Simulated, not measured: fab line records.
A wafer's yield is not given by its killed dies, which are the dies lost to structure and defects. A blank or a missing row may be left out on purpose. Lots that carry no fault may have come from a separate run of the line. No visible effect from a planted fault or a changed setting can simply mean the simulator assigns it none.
A struck lot beside a sound one    flow sky130    18 out of 708 route steps
Sound: these wafers, L796.1, L796.5, L796.6. Struck: wafer L786.3. (L786.2 of the same lot was not struck and is left out.) The cause comes at the end.
At each step with rows: each side's tool, then ch and its chambers, then its first start. Under that, the readings that differ: sound wafers    struck wafers    difference of the means    sigmas: that difference in standard deviations of wafers without a fault.
alike: words and numbers the same on both sides, and readings whose means are apart by under 2 such deviations; not compared: readings that were withheld, readings missing a value for some wafer, numbers with overlapping values and no deviation given by the record, and bounds like >300 which may hide the same value.
Wherever a step has rows on one side only, a row that says differs or no value, or a row with sigmas, the two part there. When numbers do not overlap yet have no deviation, they are printed without sigmas and do not part them. A reading missing from all wafers of one side parts the sides only when that side holds two or more wafers.

first, 1 step without rows for these wafers: SKY_FIELD_ISO_DEVELOP_12 (develop time 60 s).
SKY_FIELD_ISO_CD_MEAS_13: the cd target is 150 nm.
  struck on cdSem-02, day 4 00:35; sound on cdSem-02, day 6 05:53
reading    sound              struck  difference  sigmas
cdNm (nm)  149.1 149.4 149.9  145.5   -4.0        -2
SKY_FIELD_ISO_ETCH_14: etches BARC in N2/H2, stops on SiO2, time 45.9 s, target depth 60 nm.
  sound on rieDiel-04 ch 2,3, day 6 06:01; struck on rieDiel-01 ch 2, day 4 00:41
  alike: biasW, drypumpMotorCurrentA, oesProductAu, throttleValvePct
  not compared: rfHoursCounterH
SKY_FIELD_ISO_ETCH_15: etches the open film in CHF3/O2, stops on Si, target depth 180 nm, time 72 s.
  sound on rieDiel-04 ch 2,3, day 6 06:03; struck on rieDiel-01 ch 2, day 4 00:44
  alike: biasW, chf3FlowSccm, drypumpMotorCurrentA, oesProductAu, throttleValvePct
  not compared: rfHoursCounterH
SKY_FIELD_ISO_STRIP_16: strips in O2/N2.
  sound on plasmaAsher-04 ch 0,1, day 6 06:06; struck on plasmaAsher-04 ch 1, day 4 00:47
  alike: drypumpMotorCurrentA, oesProductAu, stripTimeToEndpointS
  not compared: rfHoursCounterH
SKY_FIELD_ISO_ETCH_17: etches Si in HBr/Cl2/O2, target depth 342 nm, time 97.7 s.
  sound on rieSi-02 ch 2,3, day 6 06:12; struck on rieSi-02 ch 3, day 4 00:53
  alike: biasW, drypumpMotorCurrentA, oesProductAu, throttleValvePct
  not compared: rfHoursCounterH
then, 5 steps without rows for these wafers: SKY_FIELD_ISO_WET_ETCH_18 (etches Si3N4 in H3PO4, target depth 25 nm, time 286 s); SKY_FIELD_ISO_CLEAN_19 (cleans in SC1/SC2, time 150 s); SKY_FIELD_ISO_CLEAN_20 (cleans in dHF, time 20 s); SKY_FIELD_ISO_WET_ETCH_21 (etches SiO2 in dHF, target depth 20 nm, time 400 s); SKY_FIELD_ISO_OXIDATION_22 (stabilise 600 s, purge 300 s, target thk 10 nm).
SKY_FIELD_ISO_THK_MEAS_23:
  struck on filmMetro-03, day 4 04:40; sound on filmMetro-03, day 6 13:50
  alike: FIELD_ISO_OXIDATION_01_THK
SKY_FIELD_ISO_CVD_24: deposits SiO2, target thk 595 nm, time 99.2 s.
  sound on hdpcvd-02 ch 0,2, day 6 13:54; struck on hdpcvd-02 ch 1, day 4 04:43
reading                                    sound            struck  difference  sigmas
model.SiO2_of_FIELD_ISO_CVD_24.thkNm (nm)  594.3 596.6 594  700.6   +105.6      
  alike: sih4FlowSccm
SKY_FIELD_ISO_THK_MEAS_25:
  struck on filmMetro-04, day 4 04:47; sound on filmMetro-04, day 6 13:58
reading                    sound        struck  difference  sigmas
FIELD_ISO_CVD_24_THK (nm)  595 597 594  700     +105        +19
then, 1 step without rows for these wafers: SKY_FIELD_ISO_ANNEAL_26 (time 1800 s).
SKY_FIELD_ISO_CMP_27: polishes, stops on Si3N4, t overpolish 16 s, target thk 457.8 nm.
  sound on cmp-01 ch 0,2,3, day 6 22:24; struck on cmp-01 ch 1, day 4 08:13
reading              sound        struck  difference  sigmas
timeToEndpointS (s)  111 112 110  134     +23         +5
  alike: motorCurrentA
then, 1 step without rows for these wafers: SKY_FIELD_ISO_WET_ETCH_28 (etches SiO2 in dHF, target depth 23.7 nm, time 47 s).
-- the record jumps here: 43 days lie between the struck wafers' starts before and after (it left off in module FIELD_ISO and takes up again in module PAD_OPEN, whose first step shown is number 708 of the route) --
SKY_PAD_OPEN_PROBE_99:
  struck on prober-02, day 47 15:25; sound on prober-02, day 50 13:47
  alike: killed_at_M0_to_M3, killed_at_M4_up, killedAtContacts, killedAtFrontEnd, killedAtOther, killedDies, killedOpen, killedShort

== WHERE THEY PART ==
Earliest at SKY_FIELD_ISO_CD_MEAS_13; latest, in this record, at SKY_FIELD_ISO_CMP_27. Later steps at which nothing parts them and some readings are alike: SKY_PAD_OPEN_PROBE_99.

WHY: what had been put in by the simulator
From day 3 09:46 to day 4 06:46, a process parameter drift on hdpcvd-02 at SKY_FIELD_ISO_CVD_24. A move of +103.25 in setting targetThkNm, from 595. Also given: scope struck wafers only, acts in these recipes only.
